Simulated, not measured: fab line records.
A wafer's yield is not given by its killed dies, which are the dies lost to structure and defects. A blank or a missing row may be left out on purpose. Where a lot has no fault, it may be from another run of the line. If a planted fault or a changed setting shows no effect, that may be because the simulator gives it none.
A single fault, viewed from 2 desks	flow sky130	each desk has only its own numbers; what lay behind them comes last

THE TOOL OWNER'S DESK: pvdSputter-01
The tool's own readings at SKY_METAL2_SPUTTER_04 (material TiN, target thk 70 nm, time 58.3 s): means of the sampled wafers that have a number, for each lot that ran on this tool. Any lot whose mean is over 4 standard deviations away from the usual mean is out of limits and marked OUT; that distance is given in the brackets.
Columns: A = chamberPressurePa at SKY_METAL2_SPUTTER_04, usual 0.4001 Pa; B = throttleValvePct at SKY_METAL2_SPUTTER_04, usual 30.6 %
lot	first seen here	A	B
L400	day 34 17:11	0.4001	30.3
L407	day 36 22:28	0.4818 (+99 or more) OUT	26.8
L408	day 37 16:14	0.4819 (+99 or more) OUT	27.5
Finding of this desk: L407, L408 out of limits; the first was L407 at day 36 22:28, on chamberPressurePa at SKY_METAL2_SPUTTER_04. L400: within limits.

THE METROLOGY DESK
Means of the sampled wafers that have a number, per lot and without regard to the tool the lot ran on: this is what the gauges read. Any lot whose mean is over 4 standard deviations away from the usual mean is out of limits and marked OUT; that distance is given in the brackets.
Columns: A = VIA1_W_RS at SKY_VIA1_RS_MEAS_22, usual 0.426 ohm/sq; B = VIA1_W_THK at SKY_VIA1_THK_MEAS_23, usual 275 nm; C = METAL2_ALCU_RS at SKY_METAL2_RS_MEAS_05, usual 0.1269 ohm/sq; D = METAL2_ALCU_THK at SKY_METAL2_THK_MEAS_06, usual 250.1 nm; E = cdNm at SKY_METAL2_CD_MEAS_15, usual 140.1 nm; F = METAL2_OVL at SKY_METAL2_OVL_MEAS_16, usual 4 nm
lot	first seen here	A	B	C	D	E	F
L399	day 34 06:30	0.423	272	0.1257	251.8	141.3	5
L400	day 34 16:39	0.432	270	0.1283	248.9	142.1	14
L407	day 36 21:55	0.427	277	0.1270	251.0	140.9	12
L408	day 37 15:41	0.428	272	0.1267	252.0	139.5	4
L419	day 40 11:24	0.423	279	0.1269	252.4	140.7	3
L420	day 41 02:38	0.432	276	0.1291	245.5	141.5	-1
Finding of this desk: none of the 6 lots has anything out of limits.

TAKEN TOGETHER
An alarm could have come from the tool owner's desk at day 36 22:28, on L407, L408.
From the metrology desk's view, nothing was out of limits.
The metrology desk has L407, L408 on record, within its limits.
Every lot named ran SKY_METAL2_SPUTTER_04 on pvdSputter-01.

WHAT THE SIMULATOR PUT IN
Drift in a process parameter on pvdSputter-01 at SKY_METAL2_SPUTTER_04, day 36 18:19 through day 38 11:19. Setting chamberPressurePa shifted by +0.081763 from 0.4. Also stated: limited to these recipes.
Shown lots that were struck: L407, L408.
Delay in hours, fault start to first out-of-limits reading, by desk: the tool owner's desk at 4.
